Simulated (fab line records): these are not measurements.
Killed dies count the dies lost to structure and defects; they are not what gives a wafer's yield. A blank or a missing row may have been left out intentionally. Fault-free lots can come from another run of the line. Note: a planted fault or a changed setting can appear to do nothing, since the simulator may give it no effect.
Comparing a struck lot with a sound one    flow sky130    14 out of 708 route steps
Sound: these wafers, L613.1, L613.2, L613.6. Wafers L614.2, L614.5, L614.6 were the ones struck. Last of all comes the cause.
At each step with rows: each side's tool, then ch and its chambers, then its first start. Under that, the readings that differ: sound wafers    struck wafers    difference of the means    sigmas: that difference in standard deviations of wafers without a fault.
alike: same words and numbers on both sides, and readings whose means sit less than 2 such deviations apart. not compared: any withheld reading, any reading some wafer has no value for, any bound like >300 that may hide the same value, and any number with overlapping values for which the record gives no deviation.
Wherever a step has rows on one side only, a row that says differs or no value, or a row with sigmas, the two part there. Numbers that have no deviation but don't overlap get no sigmas and don't part them. A reading that every wafer of one side lacks parts them only if that side has two wafers or more.

SKY_NWELL_OVL_MEAS_10:
  sound on overlay-01 at day 6 13:41; struck on overlay-02 at day 6 19:02
  alike: NWELL_00_OVL
then, 3 steps without rows for these wafers: SKY_NWELL_IMPLANT_11; SKY_NWELL_IMPLANT_12; SKY_NWELL_IMPLANT_13.
SKY_NWELL_STRIP_14: strips in O2/N2.
  sound on plasma asher-01 ch 0,1, day 6 14:10; struck on plasma asher-01 ch 0,1, day 6 19:31
  alike: drypump motor current A, n2 flow sccm, oes product au, strip time to endpoint s
  not compared: rf hours counter h
SKY_NWELL_TW_MEAS_15:
  sound on film metro-03 at day 6 14:16; struck on film metro-04 at day 6 19:38
  alike: NWELL_TW
then, 6 steps without rows for these wafers: SKY_NWELL_DEHYDRATE_16 (time 60 s); SKY_NWELL_HMDS_17 (prime time 60 s); SKY_NWELL_COAT_18 (resist thk 3000 nm); SKY_NWELL_SOFTBAKE_19; SKY_NWELL_EXPOSE_20 (exposes mask NWM COMPLEMENT, target cd 840 nm); SKY_NWELL_PEB_21.
SKY_NWELL_DEVELOP_22: develop time 60 s.
  struck on litho track-01, day 7 14:00; sound on litho track-01 ch 0, day 7 08:00
  no value came back on the struck wafers for chill plate temp C (C), develop time s (s), developer temp C (C); on the sound wafers chill plate temp C (C) reads 23.06 23.18 23.21
SKY_NWELL_OVL_MEAS_23:
  sound on overlay-01 at day 7 08:14; struck on overlay-02 at day 7 14:23
reading            sound        struck  difference                     sigmas
NWELL_01_OVL (nm)  0.9 1.8 0.2  - - -   no value on the struck wafers  

WHERE THEY PART
First at SKY_NWELL_DEVELOP_22; last, within this record, at SKY_NWELL_OVL_MEAS_23.

WHY: whatever the simulator had introduced
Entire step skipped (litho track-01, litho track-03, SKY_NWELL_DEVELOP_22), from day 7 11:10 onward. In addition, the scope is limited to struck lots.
